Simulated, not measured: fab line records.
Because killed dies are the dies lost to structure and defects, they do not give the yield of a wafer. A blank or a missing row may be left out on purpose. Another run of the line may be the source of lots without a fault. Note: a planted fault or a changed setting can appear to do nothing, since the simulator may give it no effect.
fab line records | flow gf180mcu | part 1 of 2: steps 1 to 43 of 44
[record] lots = 7 wafers = 20 last-day = 34
route steps=602 shown CONTACT@307 M1@315 V1@335 PASSIVATION@602
lots with no fault: from the same line, run without faults
start-h: start of the lot's first displayed wafer, in hours after the record's first day | wait-h: hours since the lot's step before | " as in the row above | L1.1+2: several wafers, shown together as one row | - no value, or no start given | * or withheld: withheld | < > ~ a bound
route shown NAME@n: NAME is a module with steps in the file, n the number in the route of the first one | usual: mean/standard deviation of fault-free wafers | same: alike in all rows | chamber/n: place in a boat | sites: each site's reading | _std_site: their standard deviation | _edge_site: inner sites' mean taken away from outer sites' mean | radius-mm: how far each site lies from the wafer's centre | mask NAME#n: copy n | behind: the last tool/chamber to shape the wafer | hold: reason for holding the lot/hours on hold/outcome of the hold | device: which transistor (n, p or np) failed to switch | end of line: at the end of the route, the tests of the same wafers | a step with no rows: only its recipe | killed: the dies lost at the first sort to structure and to defects; this is not the yield of the wafer | map: the dies of a wafer, with x for killed, . for not killed, _ for no die there
set.NAME: the run value of the setting; set.NAME@STEP: its run value at that earlier step | model.NAME: the simulator's own value behind a step, which no gauge read
lots at selected steps of the route; one table per step, one row per wafer
services: when a tool's chamber went out of use (start-h, in hours from the record's first day, below 0 if earlier), for how many hours, and the reason
[[steps]]
[step GF_CONTACT_CLEAN_20]
[recipe] chemistry = DIW
[step GF_CONTACT_CLEAN_21]
[recipe] chemistry = dHF time-s = 20 dilution = 100:1 dry = ipa-marangoni
[step GF_CONTACT_SPUTTER_22]
[recipe] material = Ti target-thk-nm = 15 chamber-pressure-pa = 5 power-w = 2500 substrate-temp-c = 200 time-s = 80.02
[step GF_CONTACT_SPUTTER_23]
[recipe] material = TiN target-thk-nm = 10 chamber-pressure-pa = 5 power-w = 4000 time-s = 40
[step GF_CONTACT_CVD_24]
[recipe] material = W target-thk-nm = 300 time-s = 90.339 temp-c = 400 pressure-torr = 40
[step GF_CONTACT_RS_MEAS_25]
[recipe] thk-meas-gauge = four-point-probe reads = W_of_CONTACT_CVD_24+TiN_of_CONTACT_SPUTTER_23+Ti_of_CONTACT_SPUTTER_22
[usual] CONTACT_W_RS = 0.380/0.0074
// columns lot.wafer tool chamber start-h wait-h CONTACT_W_RS[ohm/sq]
L147.2 film-metro-04 - 367.05 0.1 0.378
L147.4 " - " " 0.386
L147.5 " - " " 0.394
L155.2 film-metro-04 - 432.29 0.1 0.375
L155.3 " - " " 0.379
L155.5 " - " " 0.380
L156.1 film-metro-02 - 452.12 0.1 0.379
L156.2 " - " " 0.373
L156.3 " - " " 0.370
L157.1 film-metro-04 - 463.40 0.1 0.387
L157.5 " - " " 0.389
L160.2 film-metro-01 - 504.29 0.1 0.374
L160.5 " - " " 0.389
L160.6 " - " " 0.378
L169.2 film-metro-02 - 554.21 0.1 0.385
L169.4 " - " " 0.383
L169.5 " - " " 0.383
L170.4 film-metro-02 - 567.06 0.1 0.383
L170.5 " - " " 0.384
L170.6 " - " " 0.378
[step GF_CONTACT_THK_MEAS_26]
[recipe] thk-meas-gauge = xrf reads = W_of_CONTACT_CVD_24
[usual] CONTACT_W_THK = 299/6.5
// columns lot.wafer tool chamber start-h wait-h CONTACT_W_THK[nm]
L147.2 film-metro-04 - 367.16 0.1 304
L147.4 " - " " 294
L147.5 " - " " 289
L155.2 film-metro-04 - 432.40 0.1 306
L155.3 " - " " 300
L155.5 " - " " 301
L156.1 film-metro-02 - 452.24 0.1 299
L156.2 " - " " 306
L156.3 " - " " 306
L157.1 film-metro-04 - 463.52 0.1 293
L157.5 " - " " 293
L160.2 film-metro-01 - 504.40 0.1 299
L160.5 " - " " 288
L160.6 " - " " 299
L169.2 film-metro-02 - 554.32 0.1 293
L169.4 " - " " 294
L169.5 " - " " 293
L170.4 film-metro-02 - 567.15 0.1 294
L170.5 " - " " 294
L170.6 " - " " 297
[step GF_CONTACT_CMP_27]
[recipe] stop-on = SiO2 down-force-psi = 3.5 platen-rpm = 60 t-overpolish-s = 15 target-thk-nm = 0 pad-velocity-m-s = 0.94248
[usual] edge-zone-pressure-frac = 1.000/0.005 motor-current-A = 11.3/2 overpolish-run-s = 14.999/0.009 retaining-ring-pressure-frac = 1.000/0.0051 time-to-endpoint-s = 75/4.1
[same] t-overpolish-s = 15
// columns lot.wafer tool chamber start-h wait-h edge-zone-pressure-frac motor-current-A overpolish-run-s retaining-ring-pressure-frac time-to-endpoint-s
L147.2 cmp-01 0 367.21 0.0 0.997 13.0 14.989 1.004 80
L147.4 " 3 " " 1.001 9.3 15.005 0.999 77
L147.5 " 0 " " 0.993 12.1 14.997 1.003 78
L155.2 cmp-02 1 432.45 0.0 1.006 13.4 15.012 1.001 75
L155.3 " 3 " " 1.000 9.8 14.995 1.001 68
L155.5 " 1 " " 1.002 13.9 14.990 0.993 78
L156.2 cmp-02 1 452.30 0.0 1.002 13.7 14.989 0.996 78
L156.3 " 3 " " 0.998 9.5 14.999 0.996 71
L156.1 " 0 " " 0.997 15.5 14.999 1.003 70
L157.1 cmp-02 1 463.68 0.1 1.000 13.0 15.019 0.996 73
L157.5 " 3 " " 1.000 9.8 15.009 0.997 66
L160.2 cmp-01 2 504.45 0.0 1.000 9.3 14.990 0.990 77
L160.5 " 2 " " 1.005 9.0 15.009 0.998 72
L160.6 " 3 " " 1.002 9.4 14.999 1.003 76
L169.4 cmp-01 3 555.78 1.4 0.999 9.5 14.998 0.996 74
L169.2 " 1 " " 1.005 11.8 15.005 1.005 75
L169.5 " 2 " " 1.003 8.8 14.984 0.996 78
L170.4 cmp-01 3 567.23 0.1 1.004 8.9 15.002 1.004 76
L170.6 " 2 " " 0.997 9.3 14.999 0.998 80
L170.5 " 3 " " 1.006 9.3 15.019 1.002 77
[step GF_M1_SPUTTER_00]
[recipe] material = Ti target-thk-nm = 37.5 arriving-ion-energy-ev = 80 substrate-temp-c = 200 chamber-pressure-pa = 2 power-w = 4000 time-s = 150
[usual] throttle-valve-pct = 29.7/1.2
// columns lot.wafer tool chamber start-h wait-h throttle-valve-pct
L147.2 pvd-sputter-02 - 367.51 0.2 28.5
L147.4 " - " " 29.7
L147.5 " - " " 30.0
L155.2 pvd-sputter-04 - 432.75 0.2 27.6
L155.3 " - " " 28.8
L155.5 " - " " 27.8
L156.1 pvd-sputter-04 - 452.60 0.1 30.5
L156.2 " - " " 27.5
L156.3 " - " " 31.2
L157.1 pvd-sputter-04 - 463.88 0.1 30.9
L157.5 " - " " 28.6
L160.2 pvd-sputter-03 - 504.75 0.2 32.1
L160.5 " - " " 29.6
L160.6 " - " " 31.6
L169.2 pvd-sputter-04 - 556.03 0.1 30.5
L169.4 " - " " 31.1
L169.5 " - " " 28.6
L170.4 pvd-sputter-02 - 567.53 0.2 28.0
L170.5 " - " " 29.9
L170.6 " - " " 29.9
[step GF_M1_SPUTTER_01]
[recipe] material = TiN target-thk-nm = 30 power-w = 6500 time-s = 25 chamber-pressure-pa = 0.4
[step GF_M1_SPUTTER_02]
[recipe] material = AlCu target-thk-nm = 450 power-w = 10600 time-s = 23.9 chamber-pressure-pa = 0.4
[usual] throttle-valve-pct = 29.7/1.1
// columns lot.wafer tool chamber start-h wait-h throttle-valve-pct
L147.2 pvd-sputter-02 - 367.64 0.0 28.2
L147.4 " - " " 29.7
L147.5 " - " " 29.8
L155.2 pvd-sputter-04 - 432.88 0.0 27.5
L155.3 " - " " 28.4
L155.5 " - " " 27.8
L156.1 pvd-sputter-04 - 452.73 0.0 30.3
L156.2 " - " " 27.7
L156.3 " - " " 31.2
L157.1 pvd-sputter-04 - 464.01 0.0 31.1
L157.5 " - " " 28.5
L160.2 pvd-sputter-03 - 504.88 0.0 32.1
L160.5 " - " " 29.8
L160.6 " - " " 31.3
L169.2 pvd-sputter-04 - 556.16 0.0 30.4
L169.4 " - " " 31.1
L169.5 " - " " 28.8
L170.4 pvd-sputter-02 - 567.62 0.0 28.2
L170.5 " - " " 29.6
L170.6 " - " " 29.5
[step GF_M1_SPUTTER_03]
[recipe] material = Ti target-thk-nm = 10 substrate-temp-c = 300 chamber-pressure-pa = 0.3 power-w = 3000 time-s = 6.7
[usual] throttle-valve-pct = 29.7/1.1
// columns lot.wafer tool chamber start-h wait-h throttle-valve-pct
L147.2 pvd-sputter-02 - 367.67 0.0 28.1
L147.4 " - " " 30.1
L147.5 " - " " 29.7
L155.2 pvd-sputter-04 - 432.91 0.0 28.0
L155.3 " - " " 28.6
L155.5 " - " " 27.6
L156.1 pvd-sputter-04 - 452.76 0.0 30.4
L156.2 " - " " 27.6
L156.3 " - " " 31.2
L157.1 pvd-sputter-04 - 464.04 0.0 30.9
L157.5 " - " " 28.8
L160.2 pvd-sputter-03 - 504.91 0.0 31.8
L160.5 " - " " 29.7
L160.6 " - " " 31.5
L169.2 pvd-sputter-04 - 556.19 0.0 30.3
L169.4 " - " " 31.1
L169.5 " - " " 28.9
L170.4 pvd-sputter-02 - 567.65 0.0 28.4
L170.5 " - " " 30.0
L170.6 " - " " 29.9
[step GF_M1_SPUTTER_04]
[recipe] material = TiN target-thk-nm = 50 power-w = 6500 time-s = 41.7 chamber-pressure-pa = 0.4
[usual] throttle-valve-pct = 29.7/1.2
// columns lot.wafer tool chamber start-h wait-h throttle-valve-pct model.TiN_of_M1_SPUTTER_04.thk-nm
L147.2 pvd-sputter-02 - 367.69 0.0 28.3 49.06
L147.4 " - " " 29.9 50.51
L147.5 " - " " 29.7 50.59
L155.2 pvd-sputter-04 - 432.93 0.0 27.6 50.94
L155.3 " - " " 28.6 49.75
L155.5 " - " " 27.8 74.35
L156.1 pvd-sputter-04 - 452.78 0.0 30.2 73.73
L156.2 " - " " 27.9 49.86
L156.3 " - " " 31.3 50.25
L157.1 pvd-sputter-04 - 464.06 0.0 31.1 74.48
L157.5 " - " " 28.7 73.56
L160.2 pvd-sputter-03 - 504.93 0.0 32.2 50.23
L160.5 " - " " 29.9 50.31
L160.6 " - " " 31.7 50.54
L169.2 pvd-sputter-04 - 556.21 0.0 30.4 49.58
L169.4 " - " " 31.2 49.51
L169.5 " - " " 28.7 48.53
L170.4 pvd-sputter-02 - 567.68 0.0 28.3 48.5
L170.5 " - " " 30.0 49.05
L170.6 " - " " 29.7 49.15
[step GF_M1_RS_MEAS_05]
[recipe] thk-meas-gauge = four-point-probe reads = TiN_of_M1_SPUTTER_04+Ti_of_M1_SPUTTER_03+AlCu_of_M1_SPUTTER_02+TiN_of_M1_SPUTTER_01+Ti_of_M1_SPUTTER_00
[usual] M1_ALCU_RS = 0.0695/0.0008
// columns lot.wafer tool chamber start-h wait-h M1_ALCU_RS[ohm/sq]
L147.2 film-metro-01 - 367.75 0.0 0.0695
L147.4 " - " " 0.0690
L147.5 " - " " 0.0689
L155.2 film-metro-03 - 432.99 0.0 0.0696
L155.3 " - " " 0.0702
L155.5 " - " " 0.0696
L156.1 film-metro-03 - 452.82 0.0 0.0701
L156.2 " - " " 0.0691
L156.3 " - " " 0.0693
L157.1 film-metro-01 - 464.10 0.0 0.0704
L157.5 " - " " 0.0707
L160.2 film-metro-03 - 504.99 0.0 0.0696
L160.5 " - " " 0.0692
L160.6 " - " " 0.0698
L169.2 film-metro-04 - 556.27 0.0 0.0702
L169.4 " - " " 0.0690
L169.5 " - " " 0.0702
L170.4 film-metro-03 - 567.76 0.1 0.0689
L170.5 " - " " 0.0685
L170.6 " - " " 0.0683
[step GF_M1_THK_MEAS_06]
[recipe] thk-meas-gauge = xrf reads = AlCu_of_M1_SPUTTER_02
[usual] M1_ALCU_THK = 451/6.2
// columns lot.wafer tool chamber start-h wait-h M1_ALCU_THK[nm]
L147.2 film-metro-01 - 367.86 0.1 452
L147.4 " - " " 455
L147.5 " - " " 451
L155.2 film-metro-03 - 433.10 0.1 447
L155.3 " - " " 448
L155.5 " - " " 429
L156.1 film-metro-03 - 452.94 0.1 426
L156.2 " - " " 454
L156.3 " - " " 453
L157.1 film-metro-01 - 464.22 0.1 421
L157.5 " - " " 417
L160.2 film-metro-03 - 505.10 0.1 453
L160.5 " - " " 455
L160.6 " - " " 450
L169.2 film-metro-04 - 556.38 0.1 450
L169.4 " - " " 458
L169.5 " - " " 452
L170.4 film-metro-03 - 567.85 0.1 453
L170.5 " - " " 458
L170.6 " - " " 458
[step GF_M1_DEHYDRATE_07]
[recipe] temp-c = 200 time-s = 60
[step GF_M1_HMDS_08]
[recipe] prime-time-s = 60 prime-temp-c = 120
[step GF_M1_COAT_09]
[recipe] resist = KrF spin-rpm = withheld resist-thk-nm = 1000
[step GF_M1_SOFTBAKE_10]
[recipe] temp-c = 130 time-s = 60 resist = KrF
[step GF_M1_EXPOSE_11]
[recipe] mask-id = Metal1 target-cd-nm = 230 na = 0.68 source-shape = conventional sigma-outer = 0.6 dose-mj = 28
[step GF_M1_PEB_12]
[recipe] peb-temp-c = 135 peb-time-s = 90 resist = KrF
[step GF_M1_DEVELOP_13]
[recipe] develop-time-s = 60 dev-temp-c = 21
[step GF_M1_CD_MEAS_14]
[recipe] target-cd-nm = 230
[usual] cd-nm = 230.1/1.2
// columns lot.wafer tool chamber start-h wait-h cd-nm
L147.2 cd-sem-02 - 390.66 0.1 230.2
L147.4 " - " " 230.0
L147.5 " - " " 230.7
L155.2 cd-sem-01 - 457.19 0.1 229.1
L155.3 " - " " 228.1
L155.5 " - " " 228.9
L156.1 cd-sem-01 - 477.12 0.1 232.1
L156.2 " - " " 232.0
L156.3 " - " " 232.0
L157.1 cd-sem-02 - 488.31 0.1 231.3
L157.5 " - " " 232.0
L160.2 cd-sem-02 - 528.24 0.1 228.6
L160.5 " - " " 230.7
L160.6 " - " " 230.9
L169.2 cd-sem-02 - 577.95 0.1 229.8
L169.4 " - " " 229.5
L169.5 " - " " 229.7
L170.4 cd-sem-02 - 589.33 0.1 232.6
L170.5 " - " " 232.7
L170.6 " - " " 231.7
[step GF_M1_OVL_MEAS_15]
[usual] M1_OVL = -1/5.4
// columns lot.wafer tool chamber start-h wait-h M1_OVL[nm]
L147.2 overlay-02 - 390.76 0.1 -13
L147.4 " - " " -2
L147.5 " - " " -4
L155.2 overlay-02 - 457.30 0.1 -9
L155.3 " - " " -9
L155.5 " - " " 1
L156.1 overlay-01 - 477.24 0.1 4
L156.2 " - " " 9
L156.3 " - " " 7
L157.1 overlay-01 - 488.43 0.1 3
L157.5 " - " " -1
L160.2 overlay-02 - 528.35 0.1 -4
L160.5 " - " " -3
L160.6 " - " " -5
L169.2 overlay-02 - 578.06 0.1 -4
L169.4 " - " " -7
L169.5 " - " " 3
L170.4 overlay-01 - 589.41 0.1 1
L170.5 " - " " -5
L170.6 " - " " 0
[step GF_M1_METAL_ETCH_16]
[recipe] chemistry = Cl2/BCl3 mask-material = KrF target-depth-nm = 750.8 stop-on = SiO2 pressure-mtorr = 8 icp-w = 800 bias-w = 140 Cl2_flow_sccm = 80 bcl3-flow-sccm = 40 time-s = 125.1
[step GF_M1_STRIP_17]
[recipe] chemistry = O2/N2 power-w = 1400 pressure-mtorr = 1500 platen-temp-c = 250 o2-flow-sccm = 3000 n2-flow-sccm = 300 overash-fraction = 0.5
[step GF_M1_STRIP_18]
[recipe] chemistry = post-etch-residue-remover time-s = 1200 temp-c = 72.5
[step GF_M1_CLEAN_19]
[recipe] chemistry = DIW dry = n2-spin
[step GF_V1_CVD_00]
[recipe] material = SiO2 target-thk-nm = 600 sigma-open-frac = 0.3 temp-c = 400 time-s = 100 sih4-flow-sccm = 60 pressure-mtorr = 6
[step GF_V1_THK_MEAS_01]
[recipe] reads = SiO2_of_V1_CVD_00
[usual] V1_CVD_00_THK = 603/5.9
// columns lot.wafer tool chamber start-h wait-h V1_CVD_00_THK[nm]
L147.2 film-metro-03 - 391.54 0.0 610
L147.4 " - " " 604
L147.5 " - " " 599
L155.2 film-metro-03 - 458.12 0.1 604
L155.3 " - " " 597
L155.5 " - " " 596
L156.1 film-metro-03 - 478.11 0.1 597
L156.2 " - " " 598
L156.3 " - " " 598
L157.1 film-metro-02 - 489.26 0.0 604
L157.5 " - " " 602
L160.2 film-metro-01 - 529.28 0.0 603
L160.5 " - " " 607
L160.6 " - " " 601
L169.2 film-metro-01 - 578.86 0.0 601
L169.4 " - " " 605
L169.5 " - " " 613
L170.4 film-metro-01 - 590.19 0.0 600
L170.5 " - " " 594
L170.6 " - " " 599
[step GF_V1_CVD_02]
[recipe] material = SiO2 target-thk-nm = 850 precursor = TEOS temp-c = 400 time-s = 94.851 rf-w = 600
[usual] heater-power-w = 585/91
// columns lot.wafer tool chamber start-h wait-h heater-power-w
L147.2 pecvd-01 0 391.59 0.0 558
L147.4 " 2 " " 646
L147.5 " 0 " " 597
L155.2 pecvd-02 2 458.17 0.0 490
L155.3 " 1 " " 670
L155.5 " 2 " " 542
L156.1 pecvd-02 0 478.17 0.1 714
L156.2 " 2 " " 577
L156.3 " 1 " " 632
L157.1 pecvd-03 2 489.32 0.1 543
L157.5 " 0 " " 583
L160.2 pecvd-01 0 529.33 0.0 608
L160.5 " 2 " " 567
L160.6 " 1 " " 485
L169.2 pecvd-03 1 578.91 0.0 559
L169.4 " 2 " " 516
L169.5 " 1 " " 583
L170.4 pecvd-01 2 590.26 0.1 686
L170.5 " 0 " " 553
L170.6 " 1 " " 431
[step GF_V1_THK_MEAS_03]
[recipe] reads = SiO2_of_V1_CVD_02
[usual] V1_CVD_02_THK = 848/10
// columns lot.wafer tool chamber start-h wait-h V1_CVD_02_THK[nm]
L147.2 film-metro-01 - 391.67 0.0 839
L147.4 " - " " 862
L147.5 " - " " 857
L155.2 film-metro-03 - 458.25 0.0 841
L155.3 " - " " 840
L155.5 " - " " 834
L156.1 film-metro-01 - 478.24 0.0 847
L156.2 " - " " 840
L156.3 " - " " 844
L157.1 film-metro-03 - 489.39 0.0 845
L157.5 " - " " 865
L160.2 film-metro-01 - 529.41 0.0 834
L160.5 " - " " 845
L160.6 " - " " 848
L169.2 film-metro-03 - 578.99 0.0 834
L169.4 " - " " 854
L169.5 " - " " 843
L170.4 film-metro-03 - 590.32 0.0 864
L170.5 " - " " 860
L170.6 " - " " 862
[step GF_V1_CMP_04]
[recipe] material = SiO2 down-force-psi = 4 platen-rpm = 60 pad-velocity-m-s = 0.94248
[step GF_V1_BOW_MEAS_05]
[recipe] mode = bow
[usual] V1_BOW = 83/7.3
// columns lot.wafer tool chamber start-h wait-h V1_BOW[um]
L147.2 film-metro-03 - 392.04 0.2 82
L147.4 " - " " 81
L147.5 " - " " 77
L155.2 film-metro-03 - 458.62 0.2 92
L155.3 " - " " 100
L155.5 " - " " 86
L156.1 film-metro-02 - 478.60 0.2 85
L156.2 " - " " 85
L156.3 " - " " 83
L157.1 film-metro-03 - 489.75 0.1 89
L157.5 " - " " 83
L160.2 film-metro-02 - 529.78 0.2 91
L160.5 " - " " 91
L160.6 " - " " 92
L169.2 film-metro-03 - 579.36 0.2 72
L169.4 " - " " 75
L169.5 " - " " 72
L170.4 film-metro-01 - 590.71 0.3 77
L170.5 " - " " 81
L170.6 " - " " 73
[step GF_V1_DEHYDRATE_06]
[recipe] temp-c = 200 time-s = 60
[step GF_V1_HMDS_07]
[recipe] prime-time-s = 60 prime-temp-c = 120
[step GF_V1_COAT_08]
[recipe] resist = BARC temp-c = withheld time-s = withheld spin-rpm = withheld resist-thk-nm = withheld
[step GF_V1_COAT_09]
[recipe] resist = KrF spin-rpm = withheld resist-thk-nm = 1000
[step GF_V1_SOFTBAKE_10]
[recipe] temp-c = 130 time-s = 60 resist = KrF
[step GF_V1_EXPOSE_11]
[recipe] mask-id = Via1 target-cd-nm = 260 na = 0.68 source-shape = conventional sigma-outer = 0.6 dose-mj = 38
[step GF_V1_PEB_12]
[recipe] peb-temp-c = 135 peb-time-s = 90 resist = KrF
[step GF_V1_DEVELOP_13]
[recipe] develop-time-s = 60 resist = KrF dev-temp-c = 21
[step GF_V1_STRIP_19]
[recipe] chemistry = post-etch-residue-remover time-s = 1200 temp-c = 72.5
[usual] bath-heat-duty-pct = 15.2/1.4
// columns lot.wafer tool chamber start-h wait-h bath-heat-duty-pct model.TiN_of_M1_SPUTTER_04.thk-nm
L147.2 wet-bench-04 2 416.26 0.1 15.1 48.22
L147.4 " 2 " " 14.6 49.66
L147.5 " 2 " " 14.7 49.75
L155.2 wet-bench-02 0 482.89 0.1 16.8 50.1
L155.3 " 0 " " 17.0 48.91
L155.5 " 0 " " 16.9 73.51
L156.1 wet-bench-04 2 502.41 0.1 15.5 72.89
L156.2 " 2 " " 15.1 49.03
L156.3 " 2 " " 15.2 49.41
L157.1 wet-bench-04 1 513.81 0.1 16.9 73.64
L157.5 " 1 " " 16.6 72.72
L160.2 wet-bench-04 2 553.69 0.1 15.5 49.38
L160.5 " 2 " " 15.3 49.46
L160.6 " 2 " " 14.4 49.69
L169.2 wet-bench-02 0 600.69 0.1 16.4 48.73
L169.4 " 0 " " 16.6 48.66
L169.5 " 0 " " 17.3 47.68
L170.4 wet-bench-02 0 612.48 0.0 18.0 47.66
L170.5 " 0 " " 16.7 48.22
L170.6 " 0 " " 16.9 48.3
[[key]]
[first-sign] step = GF_M1_THK_MEAS_06 reading = M1_ALCU_THK direction = down sigmas = 4.4 usual = 451 struck = 423
effect none on later readings
[model-effect] step = GF_M1_SPUTTER_04 value = TiN_of_M1_SPUTTER_04.thk-nm without = 50.33 struck = 74.03
[model-effect] step = GF_V1_STRIP_19 value = TiN_of_M1_SPUTTER_04.thk-nm without = 49.49 struck = 73.19
[model-effect] step = GF_PASSIVATION_PROBE_99 value = etest.via1-chain.rc-ohm without = 6.407 struck = 6.804
met-at GF_M1_SPUTTER_04
struck-wafers L155.5,L156.1,L157.1,L157.5
[fault] kind = process-parameter-drift tool = pvd-sputter-04 chamber = - onset-h = 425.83 steps = GF_M1_SPUTTER_04 channel = target-thk-nm offset = 23.703 shape = step end-h = 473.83 scope = struck-wafers-only acts-in = these-recipes-only stated = 50
